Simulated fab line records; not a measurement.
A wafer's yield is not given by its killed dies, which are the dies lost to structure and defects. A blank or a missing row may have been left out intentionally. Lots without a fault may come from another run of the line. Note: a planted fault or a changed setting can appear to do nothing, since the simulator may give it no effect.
A struck lot beside a sound one -- flow sky130 -- 19 steps out of a route of 708
Sound: the wafers L240.1, L240.4, L240.5. Wafers struck: L237.2, L237.3, L237.4. The cause is named last.
At each step with rows: each side's tool, then ch and its chambers, then its first start. Under that, the readings that differ: sound wafers -- struck wafers -- difference of the means -- sigmas: that difference in standard deviations of wafers without a fault.
alike: a reading whose means differ by less than 2 such deviations, as well as words and numbers matching on both sides. not compared: withheld readings; readings where some wafer has no value; bounds like >300 that might hide an equal value; numbers whose values overlap and for which the record gives no deviation.
A row with sigmas, a row that says differs or no value, or rows on one side alone: a step with any of these is where the two part. When numbers do not overlap yet have no deviation, they are printed without sigmas and do not part them. A reading that every wafer of one side lacks parts them only if that side has two wafers or more.

first, 1 step without rows for these wafers: SKY_RES_XHIGH_IMPLANT_07.
SKY_RES_XHIGH_STRIP_08: strips in O2/N2.
  sound on plasmaAsher-04 ch 0,1, day 32 14:05; struck on plasmaAsher-03 ch 0,1, day 31 16:38
  alike: drypumpMotorCurrentA, oesProductAu, stripTimeToEndpointS
  not compared: rfHoursCounterH
SKY_RES_XHIGH_TW_MEAS_09:
  sound: filmMetro-04 at day 32 14:11; struck: filmMetro-03 at day 31 16:44
  alike: RES_XHIGH_TW
then, 7 steps without rows for these wafers: SKY_SD_N_DEHYDRATE_00 (time 60 s); SKY_SD_N_HMDS_01 (prime time 60 s); SKY_SD_N_COAT_02 (resist thk 1140 nm); SKY_SD_N_SOFTBAKE_03 (time 60 s); SKY_SD_N_EXPOSE_04 (exposes mask NSDM, target cd 380 nm); SKY_SD_N_PEB_05; SKY_SD_N_DEVELOP_06 (develop time 60 s).
SKY_SD_N_CD_MEAS_07: the cd target is 380 nm.
  sound: cdSem-02 at day 33 17:28; struck: cdSem-01 at day 32 19:41
  alike: cdNm
SKY_SD_N_OVL_MEAS_08:
  sound: overlay-01 at day 33 17:35; struck: overlay-02 at day 32 19:47
  alike: SD_N_OVL
SKY_SD_N_IMPLANT_09:
  sound on implanter-04 ch 0, day 33 17:37; struck on implanter-01, day 32 19:50
  no value came back on the struck wafers for beamEnergyKeV, beamOnS (s), tiltDeg (degrees); on the sound wafers beamEnergyKeV reads 50.013 50.028 50.011
following that, these wafers have no rows for 1 step: SKY_SD_N_IMPLANT_10.
SKY_SD_N_STRIP_11: strips in O2/N2.
  sound on plasmaAsher-01 ch 1, day 33 17:55; struck on plasmaAsher-01 ch 0,1, day 32 20:07
reading,sound,struck,difference,sigmas
oesProductAu (a.u.),0.521 0.532 0.529,0.720 0.715 0.710,+0.188,+44
stripTimeToEndpointS (s),22.56 22.55 22.59,14.19 14.16 14.18,-8.39,-99 or more
  alike: drypumpMotorCurrentA
  not compared: rfHoursCounterH
SKY_SD_N_TW_MEAS_12:
  sound: filmMetro-04 at day 33 18:01; struck: filmMetro-02 at day 32 20:13
reading,sound,struck,difference,sigmas
SD_N_TW,3956 3961 3959,1383 1387 1392,-2571,-99
then, 1 step without rows for these wafers: SKY_SD_N_CLEAN_13 (cleans in SC1/SC2, time 150 s).
SKY_SD_N_RTA_14: time 2 s.
  sound on rtpAnneal-02 ch 0, day 33 18:07; struck on rtpAnneal-01 ch 0, day 32 20:20
  alike: lampPowerPct, wafer_temp_C_max
SKY_SD_N_RS_MEAS_16: measurement is done with a four-point probe.
  sound: filmMetro-02 at day 33 18:18; struck: filmMetro-03 at day 32 20:31
reading,sound,struck,difference,sigmas
SD_N_RS (ohm/sq),68.49 68.74 68.58,442.84 441.06 441.02,+373.04,+99 or more

WHERE THEY PART
At SKY_SD_N_IMPLANT_09 first; at SKY_SD_N_RS_MEAS_16 last (within this record only).

WHY: what the simulator had put in
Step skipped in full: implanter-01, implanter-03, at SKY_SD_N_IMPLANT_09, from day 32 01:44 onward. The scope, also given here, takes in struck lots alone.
